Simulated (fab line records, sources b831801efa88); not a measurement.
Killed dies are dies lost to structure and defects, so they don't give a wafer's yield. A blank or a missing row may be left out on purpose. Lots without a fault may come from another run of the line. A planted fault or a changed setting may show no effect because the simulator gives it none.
Problem report in the 8D (eight disciplines) form, filled by code | flow sky130 | the parts of the form that need people (team, actions taken, sign-off) are left out

1. THE PROBLEM
cd_nm at SKY_POLY_GATE_CD_MEAS_13 reads a mean of 140.6 nm on 9 wafers of 3 lots; wafers without a fault read 149.8 nm with a standard deviation of 1.2. That is -7.7 standard deviations from the usual mean.
The step: target cd 150 nm.
First seen on wafer L547.1, day 19 21:28, on cd_sem-01. The record holds 38 wafers of 13 lots with a number at this step. Rule for "out", or "out of limits": more than 4 standard deviations from the usual mean. The other wafers with a number count as sound.

2. WHAT IT IS AND WHAT IT IS NOT
question                    | is                     | is not
which readings at this step | cd_nm                  | -
which lots                  | L547, L549, L551       | L539, L540, L541, L544, L545, L548, L552, L556, L557, L558
which wafers of those lots  | all that have a number | -
read on which gauges        | cd_sem-01              | cd_sem-02
when                        | from day 19 21:28      | up to then (15 sound wafers); but 14 sound wafers of L548, L552, L556, L557, L558 came after

3. SUSPECTS, AND WHAT RULES EACH OUT
Counting: a tool at a process step up to the reading stays a suspect if it ran every lot that is out and no sound lot after the first of them.
- the gauge at SKY_POLY_GATE_CD_MEAS_13: ruled out. All the wafers that are out were read on cd_sem-01, but those of them that SKY_POLY_GATE_EXPOSE_10 has rows for are out there too, on other tools.
- krf_scanner-02 at SKY_POLY_GATE_EXPOSE_10 (exposes mask P1M, target cd 150 nm): kept. It ran every lot that is out, first L547 (day 19 06:28), and no sound lot after that; its last sound lot up to then is L545 (day 18 12:29). Its own readings are out on those wafers: exposure_dose_mJ_cm2.
Left after counting: krf_scanner-02 at SKY_POLY_GATE_EXPOSE_10.

4. THE CAUSE (what the simulator had put in)
Process parameter drift: krf_scanner-02, from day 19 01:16 on, at SKY_POLY_GATE_EXPOSE_10. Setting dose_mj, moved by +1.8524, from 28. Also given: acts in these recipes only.
Counting left only this tool.

5. THE CHAIN OF EFFECTS, in route order
Each row: a reading whose mean over the struck wafers that have a number lies more than 3 standard deviations from the usual. Only readings for which the record gives a usual standard deviation are gone through. hours: the time from each lot's start at the first step in this table that gives one to its start at this step, as a median over the lots. sigmas: the change in usual standard deviations.
hours | step                     | reading              | usual    | on struck wafers | change | sigmas
0     | SKY_POLY_GATE_EXPOSE_10  | exposure_dose_mJ_cm2 | 28.000   | 29.605           | +1.605 | +59
15    | SKY_POLY_GATE_CD_MEAS_13 | cd_nm                | 149.8 nm | 140.6            | -9.2   | -7.7
The process steps in it:
- SKY_POLY_GATE_EXPOSE_10: exposes mask P1M, target cd 150 nm.

6. WHAT WOULD HAVE CAUGHT IT SOONER
In this record the first reading out of limits at a measuring or inspecting step was taken at day 19 21:28, 20 hours after the fault began at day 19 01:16.
The tool's own readings at SKY_POLY_GATE_EXPOSE_10 were out on every struck wafer that the step has a row for (exposure_dose_mJ_cm2): an alarm limit on them would have fired on the first of those.
Of the lots that are out (3), L549, L551 began SKY_POLY_GATE_EXPOSE_10 on krf_scanner-02 after day 19 21:28. A hold on the tool at that time would have spared those 2.
